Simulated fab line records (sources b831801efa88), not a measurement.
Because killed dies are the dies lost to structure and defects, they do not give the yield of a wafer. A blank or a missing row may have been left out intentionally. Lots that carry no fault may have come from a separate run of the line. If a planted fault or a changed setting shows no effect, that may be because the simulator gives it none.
2 desks looking at one fault    flow sfq line    numbers are kept per desk, each desk with only its own; the story behind them comes last

== AT THE TOOL OWNER'S DESK: cmp-01 ==
The tool's own readings at SFQ_TRILAYER_I4_CMP_CMP_100 (polishes SiO2): means of the sampled wafers that have a number, for each lot that ran on this tool. Any lot whose mean is over 4 standard deviations away from the usual mean is out of limits and marked OUT; that distance is given in the brackets.
Columns: A = motor current A at SFQ_TRILAYER_I4_CMP_CMP_100, usual 10.1 A; B = time to endpoint s at SFQ_TRILAYER_I4_CMP_CMP_100, usual 214 s
lot   first seen here  A     B
L136  day 37 17:53     10.5  224
L137  day 38 01:53     10.4  202
L138  day 38 16:23     10.3  226
L139  day 39 04:23     10.6  213
L140  day 39 11:23     10.5  201
L141  day 39 20:23     10.6  206
L152  day 42 19:05     10.3  209
L154  day 43 11:35     10.1  218
L157  day 44 00:05     10.5  213
L158  day 44 05:35     10.0  221
Finding of this desk: none of the 10 lots has anything out of limits.

== THE METROLOGY DESK ==
What the gauges read for every lot (on any tool): the sampled wafers with a number, averaged. Any lot whose mean is over 4 standard deviations away from the usual mean is out of limits and marked OUT; that distance is given in the brackets.
Columns: A = M0_OVL at SFQ_M0_OVL_MEAS_906, usual 2 nm
lot   first seen here  A
L136  day 8 01:33      1
L137  day 8 05:09      3
L138  day 8 11:09      5
L139  day 8 21:58      -4
L140  day 9 03:58      1
L141  day 9 09:57      -1
L150  day 11 16:03     3
L151  day 12 02:51     -5
L152  day 12 15:52     3
L154  day 13 00:15     1
L155  day 13 11:03     4
L156  day 13 20:39     -1
L157  day 14 00:15     -4
L158  day 14 05:03     2
Finding of this desk: none of the 14 lots has anything out of limits.

== PUT TOGETHER ==
The desk of the tool owner found nothing out of limits.
The metrology desk saw nothing out of limits.

== WHAT THE SIMULATOR HAD INSERTED ==
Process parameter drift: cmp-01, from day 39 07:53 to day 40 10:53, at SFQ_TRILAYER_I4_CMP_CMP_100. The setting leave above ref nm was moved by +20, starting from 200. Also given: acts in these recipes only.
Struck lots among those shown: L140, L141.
